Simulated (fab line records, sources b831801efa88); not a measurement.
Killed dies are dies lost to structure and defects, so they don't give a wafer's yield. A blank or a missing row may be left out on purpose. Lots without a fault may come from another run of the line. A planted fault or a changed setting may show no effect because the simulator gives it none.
Which tool did it? | flow sky130 | 11 lots, 33 wafers sampled, at 2 steps of a route of 708

WHAT THE GAUGES READ, wafer by wafer
SKY_METAL4_OVL_MEAS_14.
lot  | measured     | on         | METAL4_OVL (nm)
L121 | day 41 22:56 | overlay-01 | 16 9 11
L122 | day 42 06:34 | overlay-01 | 1 0 5
L125 | day 42 22:47 | overlay-01 | -5 -6 -1
L131 | day 44 18:02 | overlay-01 | 7 -8 4
L136 | day 45 23:31 | overlay-01 | -11 -9 -7
L137 | day 46 09:13 | overlay-02 | -5 -3 -1
L138 | day 46 13:22 | overlay-01 | -8 -2 -15
L139 | day 47 03:23 | overlay-01 | 3 -1 -4
L141 | day 47 04:43 | overlay-01 | -5 -11 -4
L142 | day 47 05:20 | overlay-01 | -1 6 4
L144 | day 47 19:13 | overlay-02 | -3 5 4

WHICH TOOL RAN EACH LOT (tool, then ch and the chambers of the sampled wafers, then the start)
lot  | SKY_CAP2M_STRIP_14
L121 | plasma_asher-01 ch 0,1, day 40 22:10
L122 | plasma_asher-02 ch 0,1, day 41 06:01
L125 | plasma_asher-04 ch 0,1, day 41 23:19
L131 | plasma_asher-04 ch 0,1, day 43 18:55
L136 | plasma_asher-02 ch 0,1, day 45 01:14
L137 | plasma_asher-01 ch 0,1, day 45 10:55
L138 | plasma_asher-02 ch 0,1, day 45 15:37
L139 | plasma_asher-04 ch 0,1, day 46 05:55
L141 | plasma_asher-01 ch 0, day 46 07:31
L142 | plasma_asher-02 ch 0,1, day 46 07:49
L144 | plasma_asher-02 ch 0,1, day 46 22:31
- SKY_CAP2M_STRIP_14: strips in O2/N2.

THE ANSWER, worked out from the rows above alone
Rule: what is usual is taken from the lots themselves. Put in order of their means at a reading, lots are off if they are a third of the lots or fewer, leave a main group of 4 or more, and stand apart from it by a gap of 3 or more times the standard deviation of the main group's means; of several such gaps the widest counts. A main group whose means are all the same, to the digits that the tables above print for the reading, isn't used. A lot without any number at a reading at which 4 lots or more have one is off too. The other lots that the step has rows for count as sound.
No lot is off at any reading shown: from this, nothing can be told.

WHAT THE SIMULATOR HAD PUT IN
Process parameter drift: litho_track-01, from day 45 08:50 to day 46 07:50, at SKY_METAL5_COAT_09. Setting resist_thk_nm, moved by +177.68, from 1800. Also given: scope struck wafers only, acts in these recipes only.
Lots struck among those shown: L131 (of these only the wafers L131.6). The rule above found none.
